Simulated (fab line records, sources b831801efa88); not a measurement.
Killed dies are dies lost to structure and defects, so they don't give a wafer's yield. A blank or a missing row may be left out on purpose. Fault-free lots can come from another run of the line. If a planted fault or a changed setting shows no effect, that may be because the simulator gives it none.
Comparing a struck lot with a sound one || flow sky130 || 43 out of 708 route steps
Sound: these wafers, L193.2, L193.4, L193.5. Wafers L202.3, L202.4, L202.6 were the ones struck. The cause comes at the end.
At each step with rows: each side's tool, then ch and its chambers, then its first start. Under that, the readings that differ: sound wafers || struck wafers || difference of the means || sigmas: that difference in standard deviations of wafers without a fault.
alike: a reading whose means differ by less than 2 such deviations, as well as words and numbers matching on both sides. not compared: withheld readings; readings where some wafer has no value; bounds like >300 that might hide an equal value; numbers whose values overlap and for which the record gives no deviation.
Wherever a step has rows on one side only, a row that says differs or no value, or a row with sigmas, the two part there. When numbers do not overlap yet have no deviation, they are printed without sigmas and do not part them. Lack of a reading on every wafer of one side parts them only where that side has two or more wafers.

first, 7 steps without rows for these wafers: SKY_METAL4_HMDS_06 (prime time 60 s); SKY_METAL4_COAT_07 (resist thk 60 nm); SKY_METAL4_COAT_08 (resist thk 1140 nm); SKY_METAL4_SOFTBAKE_09 (time 90 s); SKY_METAL4_EXPOSE_10 (exposes mask MM4, target cd 300 nm); SKY_METAL4_PEB_11; SKY_METAL4_DEVELOP_12 (develop time 60 s).
SKY_METAL4_CD_MEAS_13 targets a cd of 300 nm.
  struck on cd sem-01, day 44 10:14; sound on cd sem-01, day 42 01:31
  alike: cd nm
SKY_METAL4_OVL_MEAS_14:
  struck on overlay-01, day 44 10:20; sound on overlay-02, day 42 01:37
  alike: METAL4_OVL
SKY_METAL4_DESCUM_15: chemistry O2, time 8 s.
  sound on rie metal-02 ch 0,1, day 42 01:39; struck on rie metal-01 ch 0,1, day 44 10:22
  alike: chamber pressure mTorr, drypump motor current A, oes product au, temp c
  not compared: rf hours counter h
then, 2 steps without rows for these wafers: SKY_METAL4_ETCH_16 (etches BARC in N2/H2, stops on SiO2, time 88.2 s, target depth 60 nm); SKY_METAL4_ETCH_17 (etches SiO2 in C4F8/O2/Ar, stops on TiN, time 3.9 s, target depth 15 nm).
SKY_METAL4_METAL_ETCH_18: etches the open film in Cl2/BCl3, stops on SiO2, target depth 845 nm, time 183.1 s.
  sound on rie metal-01 ch 0,1, day 42 01:48; struck on rie metal-02 ch 0,1, day 44 10:34
  alike: chamber pressure mTorr, drypump motor current A, oes product au, throttle valve pct
  not compared: rf hours counter h
SKY_METAL4_STRIP_19: strips in O2/N2.
  sound on plasma asher-01 ch 0,1, day 42 01:59; struck on plasma asher-03 ch 0,1, day 44 10:43
  alike: chamber pressure mTorr, drypump motor current A, oes product au, strip time to endpoint s
  not compared: rf hours counter h
then, 4 steps without rows for these wafers: SKY_METAL4_STRIP_20 (strips in post etch residue remover, time 1200 s); SKY_METAL4_CLEAN_21 (cleans in IPA, time 180 s); SKY_METAL4_CLEAN_22 (cleans in O3/DIW); SKY_VIA4_HDPCVD_00 (deposits SiO2, target thk 1750 nm, time 291.7 s).
SKY_VIA4_THK_MEAS_01:
  struck on film metro-02, day 44 11:29; sound on film metro-04, day 42 03:07
  alike: VIA4_HDPCVD_THK
SKY_VIA4_CMP_02: polishes SiO2.
  sound on cmp-02 ch 0,1,2, day 42 03:13; struck on cmp-01 ch 0,2,3, day 44 11:36
  alike: motor current A
SKY_VIA4_BOW_MEAS_03:
  struck on film metro-03, day 44 11:56; sound on film metro-03, day 42 03:29
  alike: VIA4_BOW
then, 7 steps without rows for these wafers: SKY_VIA4_DEHYDRATE_04 (time 60 s); SKY_VIA4_HMDS_05 (prime time 60 s); SKY_VIA4_COAT_06 (resist thk 1140 nm); SKY_VIA4_SOFTBAKE_07 (time 60 s); SKY_VIA4_EXPOSE_08 (exposes mask VIM4, target cd 800 nm); SKY_VIA4_PEB_09; SKY_VIA4_DEVELOP_10 (develop time 60 s).
SKY_VIA4_OVL_MEAS_11:
  struck on overlay-01, day 45 10:01; sound on overlay-02, day 43 02:02
  alike: VIA4_OVL
then, 7 steps without rows for these wafers: SKY_VIA4_ETCH_12 (etches SiO2 in C4F8/O2/Ar, stops on TiN, target depth 580 nm); SKY_VIA4_STRIP_13 (strips in O2/N2); SKY_VIA4_STRIP_14 (strips in post etch residue remover, time 1200 s); SKY_VIA4_CLEAN_15 (cleans in IPA, time 180 s); SKY_VIA4_CLEAN_16 (cleans in O3/DIW); SKY_VIA4_SPUTTER_17 (material TiN, target thk 20 nm, time 80 s); SKY_VIA4_CVD_18 (deposits W, target thk 505 nm, time 152.14 s).
SKY_VIA4_RS_MEAS_19: uses a four-point probe to measure.
  struck on film metro-03, day 45 11:01; sound on film metro-03, day 43 02:59
  alike: VIA4_W_RS
SKY_VIA4_THK_MEAS_20: measures by xrf.
  struck on film metro-03, day 45 11:07; sound on film metro-03, day 43 03:06
  alike: VIA4_W_THK
then, 1 step without rows for these wafers: SKY_VIA4_CMP_21 (polishes, stops on SiO2, t overpolish 25 s, target thk 0 nm).
SKY_METAL5_SPUTTER_00: material Ti, target thk 15 nm, time 10 s.
  struck on pvd sputter-01, day 45 11:28; sound on pvd sputter-01, day 43 03:38
  alike: throttle valve pct
SKY_METAL5_SPUTTER_01: material TiN, target thk 20 nm, time 16.7 s.
  struck on pvd sputter-01, day 45 11:29; sound on pvd sputter-01, day 43 03:40
  alike: throttle valve pct
then, 1 step without rows for these wafers: SKY_METAL5_SPUTTER_02 (material AlCu, target thk 1150 nm, time 59.31 s).
-- the record jumps here: 3 days lie between the struck wafers' starts before and after (it left off in module METAL5 and takes up again in module PAD_OPEN, whose first step shown is number 708 of the route) --
SKY_PAD_OPEN_PROBE_99:
  struck on prober-02, day 48 05:22; sound on prober-01, day 46 01:49
{"reading": "defect limited yield (%)", "sound": 86.4, "struck": "75.6 76.2 76.8", "difference": -10.2, "sigmas": -6}
{"reading": "killed_at_M4_up", "sound": 2, "struck": "43 30 43", "difference": "+37", "sigmas": "+22"}
{"reading": "killed dies", "sound": 67, "struck": "120 117 114", "difference": "+50", "sigmas": "+6"}
{"reading": "sort_bin_3_pad_short (%)", "sound": 1.0, "struck": "2.8 2.4 2.8", "difference": "+1.7", "sigmas": "+4"}
{"reading": "sort_bin_5_function (%)", "sound": 8.3, "struck": "13.6 14.6 14.2", "difference": "+5.8", "sigmas": "+4"}
{"reading": "sort_bin_6_memory (%)", "sound": 4.3, "struck": "7.9 6.7 6.1", "difference": "+2.6", "sigmas": "+2"}
{"reading": "sort n pass", "sound": 425, "struck": "372 375 378", "difference": -50, "sigmas": -6}
{"reading": "sort yield pct (%)", "sound": 86.4, "struck": "75.6 76.2 76.8", "difference": -10.2, "sigmas": -6}
{"reading": "model.etest.tester.sort n pass", "sound": 425, "struck": "372 375 378", "difference": -50, "sigmas": ""}
{"reading": "model.etest.tester.sort yield pct (%)", "sound": 86.38, "struck": "75.61 76.22 76.83", "difference": -10.16, "sigmas": ""}
{"reading": "model.etest.tester.sort_bin_5_pct (%)", "sound": 8.333, "struck": "13.62 14.63 14.23", "difference": "+5.83", "sigmas": ""}
{"reading": "model.etest.tester.sort_bin_3_pct (%)", "sound": 1.016, "struck": "2.846 2.439 2.846", "difference": "+1.694", "sigmas": ""}
  alike: killed_at_M0_to_M3, killed at contacts, killed at front end, killed open, killed short

WHERE THEY PART
Only at SKY_PAD_OPEN_PROBE_99, within this record.

WHY: whatever the simulator had introduced
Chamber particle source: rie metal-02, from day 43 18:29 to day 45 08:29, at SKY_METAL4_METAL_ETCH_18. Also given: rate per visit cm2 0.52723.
